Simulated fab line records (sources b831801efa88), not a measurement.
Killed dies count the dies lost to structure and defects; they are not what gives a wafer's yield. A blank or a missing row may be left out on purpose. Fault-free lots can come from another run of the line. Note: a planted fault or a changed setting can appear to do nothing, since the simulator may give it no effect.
What tool caused it? -- flow sky130 -- Sampling: 11 lots, 33 wafers, 5 of 708 route steps

WHAT EACH GAUGE READ, for each wafer
No reading from a measuring or inspecting step in the record can be judged against a usual standard deviation.

WHAT TOOL EACH LOT RAN ON (gives the tool, then ch and the chambers of the sampled wafers, and finally the start)
lot,SKY_VIA4_ETCH_12,SKY_METAL5_SPUTTER_04,SKY_PASSIVATION_ETCH_11,SKY_PAD_OPEN_STRIP_08,SKY_PAD_OPEN_PROBE_99
L251,"rie_diel-01 ch 0,2,3, day 43 02:40","pvd_sputter-03, day 43 04:08","rie_diel-03 ch 1,2, day 45 02:02","plasma_asher-02 ch 0,1, day 45 23:45","prober-02, day 46 02:05"
L253,"rie_diel-04 ch 1,2, day 44 01:24","pvd_sputter-04, day 44 02:55","rie_diel-04 ch 0,2,3, day 45 23:17","plasma_asher-02 ch 0,1, day 46 20:32","prober-02, day 46 23:11"
L255,"rie_diel-01 ch 1,2, day 44 04:36","pvd_sputter-02, day 44 06:05","rie_diel-03 ch 2,3, day 46 02:13","plasma_asher-01 ch 0,1, day 46 23:44",-
L256,"rie_diel-01 ch 1,2, day 44 17:31","pvd_sputter-03, day 44 18:59","rie_diel-02 ch 0,3, day 46 14:43","plasma_asher-01 ch 0,1, day 47 10:35",-
L263,"rie_diel-04 ch 1,2, day 46 06:27","pvd_sputter-03, day 46 08:14","rie_diel-04 ch 1,2, day 48 02:04","plasma_asher-03 ch 0,1, day 48 21:25",-
L264,"rie_diel-01 ch 0,1,3, day 46 07:39","pvd_sputter-02, day 46 09:07","rie_diel-02 ch 2,3, day 48 03:07","plasma_asher-02 ch 0,1, day 48 22:20","prober-02, day 49 00:33"
L262,"rie_diel-02 ch 0,1,3, day 46 07:45","pvd_sputter-03, day 46 09:25","rie_diel-04 ch 0,2,3, day 48 03:08","plasma_asher-03 ch 0,1, day 48 22:35",-
L265,"rie_diel-01 ch 0,1,2, day 46 13:57","pvd_sputter-03, day 46 15:31","rie_diel-04 ch 1,3, day 48 08:46","plasma_asher-01 ch 0,1, day 49 03:46","prober-02, day 49 05:59"
L267,"rie_diel-01 ch 1,2,3, day 46 23:16","pvd_sputter-02, day 47 01:13","rie_diel-04 ch 1,3, day 48 16:49","plasma_asher-01 ch 0,1, day 49 11:10","prober-02, day 49 13:29"
L274,"rie_diel-02 ch 1,3, day 48 14:15","pvd_sputter-04, day 48 15:47","rie_diel-02 ch 0,1,3, day 50 04:14","plasma_asher-03 ch 0,1, day 50 19:41",-
L273,"rie_diel-04 ch 1,2,3, day 48 14:55","pvd_sputter-02, day 48 16:25","rie_diel-03 ch 0,1,2, day 50 04:55","plasma_asher-02 ch 0,1, day 50 20:26",-
- SKY_VIA4_ETCH_12: etches SiO2 in C4F8/O2/Ar, stops on TiN, target depth 580 nm.
- SKY_METAL5_SPUTTER_04: material TiN, target thk 70 nm, time 58.3 s.
- SKY_PASSIVATION_ETCH_11: etches the open film in CF4/O2, stops on AlCu, target depth 725 nm, time 161.1 s.
- SKY_PAD_OPEN_STRIP_08: strips in O2/N2.
- SKY_PAD_OPEN_PROBE_99

AS READ BY THE TOOLS THEMSELVES (means over the sampled wafers that have a number; for cases with no such wafer, the mark the record gives instead)
SKY_VIA4_ETCH_12. Usual: bias_w 1200 W, standard deviation 3.7; oes_product_au 0.926 a.u., standard deviation 0.0052.
lot,tool,bias_w (W),oes_product_au (a.u.),flag
L251,rie_diel-01,1197,0.924,
L253,rie_diel-04,1201,0.925,
L255,rie_diel-01,1201,0.925,
L256,rie_diel-01,1200,0.931,
L263,rie_diel-04,1199,0.923,
L264,rie_diel-01,1201,0.924,
L262,rie_diel-02,1202,0.933,
L265,rie_diel-01,1199,0.922,
L267,rie_diel-01,1199,0.928,
L274,rie_diel-02,1201,0.927,
L273,rie_diel-04,1199,0.925,

SKY_METAL5_SPUTTER_04. Usual: throttle_valve_pct reads 29.8 % (standard deviation 1).
lot,tool,throttle_valve_pct (%),flag
L251,pvd_sputter-03,28.6,
L253,pvd_sputter-04,31.3,
L255,pvd_sputter-02,30.2,
L256,pvd_sputter-03,29.9,
L263,pvd_sputter-03,29.0,
L264,pvd_sputter-02,30.2,
L262,pvd_sputter-03,29.1,
L265,pvd_sputter-03,29.9,
L267,pvd_sputter-02,28.9,
L274,pvd_sputter-04,30.9,
L273,pvd_sputter-02,29.1,

SKY_PASSIVATION_ETCH_11. Usual: bias_w 150.0 W, standard deviation 0.49; drypump_motor_current_A 5.8 A, standard deviation 0.41; oes_product_au 0.976 a.u., standard deviation 0.0071; throttle_valve_pct 5.963 %, standard deviation 0.0098.
lot,tool,bias_w (W),drypump_motor_current_A (A),oes_product_au (a.u.),throttle_valve_pct (%),flag
L251,rie_diel-03,150.3,5.3,0.988,5.971,
L253,rie_diel-04,150.1,6.0,0.971,5.961,
L255,rie_diel-03,149.9,5.8,0.977,5.965,
L256,rie_diel-02,149.9,6.2,0.980,5.957,
L263,rie_diel-04,149.8,5.8,0.979,5.967,
L264,rie_diel-02,149.8,6.3,0.972,5.959,
L262,rie_diel-04,149.7,6.0,0.978,5.974,
L265,rie_diel-04,150.1,6.1,0.990,5.961,
L267,rie_diel-04,150.0,6.0,0.982,5.962,
L274,rie_diel-02,149.6,5.9,0.977,5.954,
L273,rie_diel-03,150.2,5.5,0.984,5.968,

SKY_PAD_OPEN_STRIP_08. Usual: chamber_pressure_mTorr 1500.0 mTorr, standard deviation 1.4; drypump_motor_current_A 5.9 A, standard deviation 0.37; oes_product_au 0.663 a.u., standard deviation 0.0046.
lot,tool,chamber_pressure_mTorr (mTorr),drypump_motor_current_A (A),oes_product_au (a.u.),flag
L251,plasma_asher-02,1499.3,5.6,0.666,
L253,plasma_asher-02,1499.9,5.6,0.659,
L255,plasma_asher-01,1501.0,5.7,0.661,
L256,plasma_asher-01,1499.5,5.7,0.665,
L263,plasma_asher-03,1500.4,6.4,0.661,
L264,plasma_asher-02,-,-,-,OFF
L262,plasma_asher-03,-,-,-,OFF
L265,plasma_asher-01,-,-,-,OFF
L267,plasma_asher-01,1499.0,5.7,0.665,
L274,plasma_asher-03,1500.7,6.3,0.661,
L273,plasma_asher-02,1499.3,5.6,0.666,

SKY_PAD_OPEN_PROBE_99. Usual: defect_limited_yield 82.2 %, standard deviation 1.9; killed_at_M0_to_M3 44, standard deviation 6.8; killed_at_M4_up 3.1, standard deviation 1.8; killed_at_contacts 25, standard deviation 5.2; killed_at_front_end 15, standard deviation 4.1; killed_at_other 0.3, standard deviation 0.62; killed_dies 88, standard deviation 9.4; killed_open 48, standard deviation 7.1; killed_short 40, standard deviation 6.1; sort_bin_3_pad_short 0.9 %, standard deviation 0.38; sort_bin_5_function 10.5 %, standard deviation 1.5; sort_bin_6_memory 6.5 %, standard deviation 1.2; sort_bin_8_speed 0.5 %, standard deviation 0.95; sort_n_pass 402, standard deviation 10; sort_yield_pct 81.6 %, standard deviation 2.
lot,tool,defect_limited_yield (%),killed_at_M0_to_M3,killed_at_M4_up,killed_at_contacts,killed_at_front_end,killed_at_other,killed_dies,killed_open,killed_short,sort_bin_3_pad_short (%),sort_bin_5_function (%),sort_bin_6_memory (%),sort_bin_8_speed (%),sort_n_pass,sort_yield_pct (%),flag
L251,prober-02,83.8,33,1.7,23,22,0.0,80,38,41,0.9,10.1,5.2,0.1,412,83.7,
L253,prober-02,81.1,47,1.3,27,17,0.7,93,55,37,0.9,10.9,7.1,0.7,396,80.4,
L264,prober-02,82.7,45,2.3,26,12,0.0,85,48,37,0.4,11.1,5.9,3.3,391,79.4,
L265,prober-02,83.5,41,2.7,24,12,0.7,81,44,36,0.9,9.5,6.1,0.5,408,83.0,
L267,prober-02,81.8,40,3.7,26,20,0.0,89,50,40,0.9,11.2,6.0,0.0,403,81.8,

THE ANSWER, worked out from the rows above alone
Rule: a lot is off if the mean of its wafers that have a number lies more than 3 standard deviations from the usual mean. Also off: a lot with no number at a reading for which 4 or more lots have one. Any other lot the step has rows for is counted as sound. First the gauges in route order, then the tools' own readings, where a lot's mean is used as printed above. The first step at which some lot is off is used, and at that step the reading that is off furthest; a lot without a number counts as furthest.
Off, at SKY_PAD_OPEN_STRIP_08 on chamber_pressure_mTorr: L264, L262, L265. Without a number there: L264, L262, L265.
If a tool, at that step or one of the process steps before it, ran each lot that is off and ran no sound lot following the first of them, it fits. Not one of the candidates tried fits.

WHAT HAD BEEN PUT IN BY THE SIMULATOR
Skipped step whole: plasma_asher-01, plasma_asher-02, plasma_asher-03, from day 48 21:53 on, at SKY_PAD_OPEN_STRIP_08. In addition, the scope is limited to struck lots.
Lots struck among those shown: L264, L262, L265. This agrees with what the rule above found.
